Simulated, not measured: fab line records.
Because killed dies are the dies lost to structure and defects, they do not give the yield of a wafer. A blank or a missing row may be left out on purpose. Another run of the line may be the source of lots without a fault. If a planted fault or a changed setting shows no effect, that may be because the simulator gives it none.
A struck lot beside a sound one / flow sfqLine / 24 out of 325 route steps
Sound: these wafers, L157.1, L157.2, L157.6. Struck: wafer L177.6. (L177.4, L177.5 of the same lot were not struck and are left out.) The cause comes at the end.
Order at every step that has rows: each side's tool, ch and its chambers, its first start. Under that, the readings that differ: sound wafers / struck wafers / difference of the means / sigmas: that difference in standard deviations of wafers without a fault.
alike: same words and numbers on both sides, and readings whose means sit less than 2 such deviations apart. not compared: any withheld reading, any reading some wafer has no value for, any bound like >300 that may hide the same value, and any number with overlapping values for which the record gives no deviation.
A row with sigmas, a row that says differs or no value, or rows on one side alone: a step with any of these is where the two part. Non-overlapping numbers with no deviation appear without sigmas and do not part them. A reading missing from all wafers of one side parts the sides only when that side holds two or more wafers.

first, 6 steps without rows for these wafers: SFQ_TRILAYER_I2_VIA_LITHO_COAT_072 (resist thk 62 nm); SFQ_TRILAYER_I2_VIA_LITHO_COAT_067 (resist thk 650 nm); SFQ_TRILAYER_I2_VIA_LITHO_SOFTBAKE_071; SFQ_TRILAYER_I2_VIA_LITHO_EXPOSE_068 (exposes mask I2, target cd 500 nm); SFQ_TRILAYER_I2_VIA_LITHO_PEB_070 (peb time 60 s); SFQ_TRILAYER_I2_VIA_LITHO_DEVELOP_069 (time 60 s).
SFQ_I2_OVL_MEAS_918:
  sound on overlay-02, day 37 22:24; struck on overlay-01, day 49 21:09
  alike: I2_OVL
SFQ_TRILAYER_I2_VIA_BARC_OPEN_VIA_ETCH_096: etches BARC in O2, target depth 125 nm, time 41.7 s.
  sound on rieDiel-01 ch 0,1,3, day 37 22:26; struck on rieDiel-02 ch 2, day 49 21:10
reading=drypumpMotorCurrentA (A); sound=5.4 5.6 5.2; struck=6.5; difference=+1.1; sigmas=+2
  alike: oesProductAu
  not compared: rfHoursCounterH
SFQ_TRILAYER_I2_VIA_ETCH_VIA_ETCH_070: etches SiO2 in CHF3, stops on Nb, target depth 260 nm.
  sound on rieDiel-01 ch 0,1,3, day 37 22:29; struck on rieDiel-02 ch 2, day 49 21:12
reading=drypumpMotorCurrentA (A); sound=5.4 5.6 5.2; struck=6.5; difference=+1.1; sigmas=+2
  alike: oesProductAu
SFQ_TRILAYER_I2_VIA_STRIP_STRIP_071: strips in O2.
  sound on rieMetal-02 ch 0,1, day 37 22:35; struck on rieMetal-02 ch 0, day 49 21:31
  alike: drypumpMotorCurrentA, oesProductAu
  not compared: rfHoursCounterH
then, 2 steps without rows for these wafers: SFQ_TRILAYER_I2_VIA_STRIP_SOLV_CLEAN_072 (cleans in NMP, time 600 s); SFQ_TRILAYER_M3_DEP_PRE_CLEAN_074 (time 22.5 s).
SFQ_TRILAYER_M3_DEP_SPUTTER_073: material Nb, target thk 200 nm, time 133.3 s.
  sound on pvdSputter-03, day 37 23:24; struck on pvdSputter-03, day 49 22:08
reading=throttleValvePct (%); sound=31.0 29.9 31.4; struck=29.0; difference=-1.8; sigmas=-2
reading=model.Nb_of_TRILAYER_M3_DEP_SPUTTER_073.thkNm (nm); sound=200.9 203.4 200.2; struck=206.2; difference=+4.7; sigmas=
SFQ_M3_RS_MEAS_919: a four-point-probe measurement.
  sound on filmMetro-04, day 37 23:29; struck on filmMetro-03, day 49 22:17
  alike: M3_NB_RS
then, 6 steps without rows for these wafers: SFQ_TRILAYER_M3_LITHO_COAT_080 (resist thk 62 nm); SFQ_TRILAYER_M3_LITHO_COAT_075 (resist thk 600 nm); SFQ_TRILAYER_M3_LITHO_SOFTBAKE_079; SFQ_TRILAYER_M3_LITHO_EXPOSE_076 (exposes mask M3, target cd 500 nm); SFQ_TRILAYER_M3_LITHO_PEB_078 (peb time 60 s); SFQ_TRILAYER_M3_LITHO_DEVELOP_077 (time 60 s).
-- the record jumps here: 5 days lie between the struck wafers' starts before and after --
SFQ_M3_OVL_MEAS_921:
  sound on overlay-01, day 38 03:22; struck on overlay-02, day 54 19:41
  alike: M3_OVL
SFQ_TRILAYER_M3_BARC_OPEN_METAL_ETCH_100: etches BARC in O2, target depth 125 nm, time 41.7 s.
  sound on rieMetal-03 ch 0,1, day 38 03:24; struck on rieMetal-04 ch 1, day 54 19:44
  alike: drypumpMotorCurrentA, oesProductAu
  not compared: rfHoursCounterH
SFQ_TRILAYER_M3_ETCH_METAL_ETCH_078: etches Nb in Cl2/Ar, stops on SiO2, target depth 240 nm, time 120 s.
  sound on rieMetal-03 ch 0,1, day 38 03:28; struck on rieMetal-04 ch 1, day 54 19:49
reading=model.M3.featureDepthNm (nm); sound=200.9 203.4 200.2; struck=206.2; difference=+4.7; sigmas=
reading=model.etch.depthNm (nm); sound=200.9 203.4 200.2; struck=206.2; difference=+4.7; sigmas=
  alike: drypumpMotorCurrentA, oesProductAu
  not compared: rfHoursCounterH
SFQ_TRILAYER_M3_STRIP_STRIP_079: strips in O2.
  sound on rieMetal-03 ch 0,1, day 38 03:35; struck on rieMetal-04 ch 1, day 54 20:05
reading=oesProductAu (a.u.); sound=1.007 0.997 0.997; struck=0.981; difference=-0.019; sigmas=-2
  alike: drypumpMotorCurrentA
  not compared: rfHoursCounterH

== WHERE THEY PART ==
At SFQ_TRILAYER_I2_VIA_BARC_OPEN_VIA_ETCH_096 first; at SFQ_TRILAYER_M3_STRIP_STRIP_079 last (within this record only).

WHY: the cause the simulator had injected
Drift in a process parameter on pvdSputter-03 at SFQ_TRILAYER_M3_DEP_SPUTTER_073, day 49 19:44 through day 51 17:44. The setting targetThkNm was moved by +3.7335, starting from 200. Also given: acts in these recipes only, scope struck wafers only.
